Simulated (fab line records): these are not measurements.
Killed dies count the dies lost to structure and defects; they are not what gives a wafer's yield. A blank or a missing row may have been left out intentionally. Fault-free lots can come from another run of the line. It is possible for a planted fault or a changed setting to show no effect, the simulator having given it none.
Problem report in the 8D (eight disciplines) form, filled by code    flow sfq line    the parts of the form that need people (team, actions taken, sign-off) are left out

1. PROBLEM STATEMENT
run length s at SFQ_TRILAYER_M4_BARC_OPEN_METAL_ETCH_123 reads a mean of 75.1 s on 4 wafers of 2 lots; wafers without a fault read 70.0 s with a standard deviation of 0.38. That is +13 standard deviations from the usual mean.
The step: etches BARC in O2, target depth 125 nm, time 41.7 s.
The first sign was on wafer L202.1 at day 53 17:49, on rie metal-04. At this step, 42 wafers from 14 lots have a number in the record. Rule for "out", or "out of limits": more than 4 standard deviations from the usual mean. The rest of the wafers with a number are treated as sound.

2. WHAT IT IS; WHAT IT IS NOT
question                     is                              is not
which readings at this step  run length s, oes product au    drypump motor current A
which lots                   L202, L203                      L195, L196, L197, L198, L208, L209, L212, L213, L214, L215, L216, L217
which wafers of those lots   L202.1, L202.2, L203.1, L203.3  L202.6, L203.5
read on which tools          rie metal-04                    rie metal-01, rie metal-02
when                         from day 53 17:49               up to then (13 sound wafers); but 25 sound wafers of L203, L208, L209, L212, L213, L214, L215, L216, L217 came after

3. THE SUSPECTS, EACH WITH WHAT RULES IT OUT
Counting: if a tool at a process step up to the reading ran every lot that is out, it stays a suspect. Sound lots after the first of them don't rule it out here, since some wafers of a struck lot are sound.
- rie metal-04 at SFQ_TRILAYER_M4_BARC_OPEN_METAL_ETCH_123 (etches BARC in O2, target depth 125 nm, time 41.7 s): kept. It processed each lot that is out (first: L202, day 53 17:49); up to then, its last sound lot is L196 (day 49 09:52). Its own oes product au, run length s readings are out on those wafers.
The count leaves rie metal-04 at SFQ_TRILAYER_M4_BARC_OPEN_METAL_ETCH_123.

4. THE CAUSE (what the simulator had put in)
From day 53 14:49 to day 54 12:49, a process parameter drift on rie metal-04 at SFQ_TRILAYER_M4_BARC_OPEN_METAL_ETCH_123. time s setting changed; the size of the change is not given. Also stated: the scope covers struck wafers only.
Counting left only this tool.

5. SEQUENCE OF EFFECTS, ordered by route
Each row: a reading whose mean over the struck wafers that have a number lies more than 3 standard deviations from the usual. Only readings for which the record gives a usual standard deviation are gone through. hours: the time from each lot's start at the first step in this table that gives one to its start at this step, as a median over the lots. sigmas: the change in usual standard deviations.
hours  step                                      reading         usual       on struck wafers  change  sigmas
0      SFQ_TRILAYER_M4_BARC_OPEN_METAL_ETCH_123  oes product au  0.685 a.u.  0.652             -0.033  -7.1
0      SFQ_TRILAYER_M4_BARC_OPEN_METAL_ETCH_123  run length s    70.0 s      75.1              +5.1    +13
The process steps in it:
- SFQ_TRILAYER_M4_BARC_OPEN_METAL_ETCH_123: etches BARC in O2, target depth 125 nm, time 41.7 s.

6. WHAT WOULD HAVE CAUGHT IT SOONER
In this record no reading fell out of limits until day 53 17:49, 3 hours after the fault had begun at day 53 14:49.
